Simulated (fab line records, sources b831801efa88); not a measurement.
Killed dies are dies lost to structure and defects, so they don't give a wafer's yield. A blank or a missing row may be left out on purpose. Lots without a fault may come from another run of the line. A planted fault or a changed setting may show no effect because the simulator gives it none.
Chamber matching | flow gf180mcu | GF_V5_CVD_02 on pecvd-01: 3 sister chambers
The step deposits SiO2 from TEOS, target thk 1450 nm, time 163.28 s. 24 wafers are shown with their chamber, then 12 later ones without.

WAFERS WITH THEIR CHAMBER
wafer  | chamber | heater_power_w (W) | heater_power_outer_w (W) | rf_fwd_power_W (W)
L076.2 | 0       | 545                | 315                      | 582.1
L076.5 | 0       | 637                | 368                      | 583.6
L076.6 | 2       | 810                | 463                      | 581.4
L079.4 | 0       | 544                | 306                      | 580.1
L079.5 | 2       | 968                | 612                      | 581.9
L079.6 | 1       | 653                | 392                      | 584.0
L084.1 | 2       | 865                | 515                      | 580.8
L084.2 | 1       | 635                | 380                      | 581.3
L084.5 | 1       | 513                | 291                      | 582.2
L085.1 | 1       | 663                | 397                      | 583.2
L085.4 | 0       | 644                | 398                      | 579.8
L085.5 | 1       | 521                | 297                      | 580.9
L088.1 | 2       | 895                | 542                      | 581.0
L088.5 | 2       | 992                | 613                      | 578.9
L088.6 | 0       | 540                | 306                      | 578.5
L090.1 | 0       | 654                | 402                      | 582.6
L090.3 | 1       | 653                | 395                      | 579.5
L090.5 | 0       | 530                | 307                      | 581.3
L091.1 | 1       | 682                | 396                      | 581.3
L091.2 | 0       | 620                | 364                      | 584.3
L091.3 | 2       | 888                | 501                      | 581.2
L092.3 | 0       | 582                | 340                      | 579.9
L092.5 | 0       | 657                | 394                      | 580.9
L092.6 | 2       | 820                | 470                      | 580.2

SIGNATURES (means of the wafers above)
reading              | chamber 0 | chamber 1 | chamber 2 | scatter within a chamber
heater_power_w       | 595.30    | 617.14    | 891.14    | 62.6
heater_power_outer_w | 350.00    | 364.00    | 530.86    | 49.4
rf_fwd_power_W       | 581.310   | 581.771   | 580.771   | 1.54
Rule: a wafer's distance from a chamber is the root of the sum, over the readings, of the square of ((its reading less the chamber's mean) divided by the reading's scatter). The wafer belongs to the nearest chamber; if the next one is less than 2 further off, it can't be placed. The scatter: the root of (the sum of the squares of (reading less its chamber's mean) over the shown wafers, divided by (wafers less chambers)).

WAFERS WITHOUT THEIR CHAMBER
wafer  | heater_power_w (W) | heater_power_outer_w (W) | rf_fwd_power_W (W)
L093.1 | 551                | 305                      | 581.9
L093.4 | 624                | 370                      | 583.9
L093.6 | 539                | 295                      | 580.7
L094.2 | 678                | 414                      | 579.5
L094.4 | 790                | 467                      | 580.0
L094.5 | 631                | 361                      | 578.9
L096.2 | 631                | 372                      | 578.5
L096.5 | 669                | 406                      | 579.4
L096.6 | 830                | 469                      | 579.7
L097.1 | 660                | 391                      | 585.5
L097.3 | 818                | 462                      | 583.5
L097.5 | 936                | 575                      | 583.7

WHICH CHAMBER EACH WENT THROUGH
wafer  | from the rows above          | in truth
L093.1 | can't be placed: 0 or 1      | 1
L093.4 | can't be placed: 1 or 0      | 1
L093.6 | can't be placed: 0 or 1      | 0
L094.2 | can't be placed: 1 or 0      | 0
L094.4 | can't be placed: 2 or 1 or 0 | 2
L094.5 | can't be placed: 0 or 1      | 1
L096.2 | can't be placed: 0 or 1      | 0
L096.5 | can't be placed: 1 or 0      | 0
L096.6 | 2                            | 2
L097.1 | can't be placed: 1 or 0      | 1
L097.3 | can't be placed: 2 or 1 or 0 | 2
L097.5 | 2                            | 2
Placed correctly: 2 of 12. Can't be placed from these rows: 10 (the true chamber is among the candidates in 10). Placed wrongly: 0.
